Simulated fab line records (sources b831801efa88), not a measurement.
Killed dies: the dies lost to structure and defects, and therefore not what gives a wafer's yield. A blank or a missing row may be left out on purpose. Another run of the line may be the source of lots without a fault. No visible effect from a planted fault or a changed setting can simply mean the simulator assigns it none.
One fault through the eyes of 2 desks + flow gf180mcu + every desk sees just its own numbers, and what lay behind them comes last

== DESK OF THE TOOL OWNER: implanter-03 ==
The tool's own readings at GF_PSD_IMPLANT_09: means of the sampled wafers that have a number, for each lot that ran on this tool. A lot is out of limits, marked OUT, if its mean lies more than 4 standard deviations from the usual mean; the brackets give that distance.
Columns: A = beam-on-s at GF_PSD_IMPLANT_09, usual 10.00 s; B = faraday-current-uA at GF_PSD_IMPLANT_09, usual 8250
| lot  | first seen here | A              | B               |
|------|-----------------|----------------|-----------------|
| L388 | day 17 02:16    | 10.02          | 8226            |
| L389 | day 17 13:58    | 9.87           | 8366            |
| L390 | day 17 18:08    | 9.98           | 8275            |
| L396 | day 19 20:54    | 7.73 (-13) OUT | 10645 (+16) OUT |
| L397 | day 20 09:02    | 7.75 (-12) OUT | 10605 (+16) OUT |
Finding of this desk: L396, L397 out of limits; the first was L396 at day 19 20:54, on beam-on-s at GF_PSD_IMPLANT_09. L388, L389, L390 stayed within limits.

== METROLOGY DESK ==
What the gauges read, lot by lot, whatever tool the lot ran on: means of the sampled wafers that have a number. A lot is out of limits, marked OUT, if its mean lies more than 4 standard deviations from the usual mean; the brackets give that distance.
Columns: A = PSD_TW at GF_PSD_TW_MEAS_11, usual 3174; B = PSD_RS at GF_PSD_RS_MEAS_15, usual 108.57 ohm/sq; C = cd-nm at GF_M2_CD_MEAS_14, usual 280.1 nm
| lot  | first seen here | A               | B                | C     |
|------|-----------------|-----------------|------------------|-------|
| L380 | day 14 02:20    | 3159            | 108.81           | 280.1 |
| L381 | day 14 12:06    | 3151            | 108.35           | 279.6 |
| L384 | day 15 12:27    | 3164            | 108.53           | 283.7 |
| L388 | day 17 02:28    | 3217            | 107.90           | 280.9 |
| L389 | day 17 14:12    | 3153            | 108.58           | 277.8 |
| L390 | day 17 18:21    | 3208            | 108.45           | 280.5 |
| L395 | day 19 16:41    | 3165            | 108.73           | 281.3 |
| L396 | day 19 21:08    | 3011 (-6.8) OUT | 121.96 (+50) OUT | -     |
| L397 | day 20 09:17    | 3007 (-6.9) OUT | 121.29 (+47) OUT | -     |
| L402 | day 22 01:19    | 3160            | 108.57           | 279.7 |
| L403 | day 22 07:50    | 3208            | 108.37           | 279.5 |
Finding of this desk: L396, L397 out of limits, first seen on L396 at day 19 21:08 (PSD_TW at GF_PSD_TW_MEAS_11). L380, L381, L384, L388, L389, L390, L395, L402, L403 stayed within limits.

== TAKEN TOGETHER ==
An alarm could have come from the tool owner's desk at day 19 20:54, on L396, L397.
An alarm was possible from the metrology desk at day 19 21:08, on L396, L397.
GF_PSD_IMPLANT_09 was run on implanter-03 by each of the lots named.

== WHAT WAS PUT IN BY THE SIMULATOR ==
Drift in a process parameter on implanter-03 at GF_PSD_IMPLANT_09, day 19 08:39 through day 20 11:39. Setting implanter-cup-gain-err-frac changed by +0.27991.
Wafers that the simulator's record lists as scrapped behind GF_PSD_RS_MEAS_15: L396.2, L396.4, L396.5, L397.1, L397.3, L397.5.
Struck lots among those shown: L396, L397.
Hours from the fault's start to each desk's first reading out of limits: the tool owner's desk, 12; the metrology desk, 12.
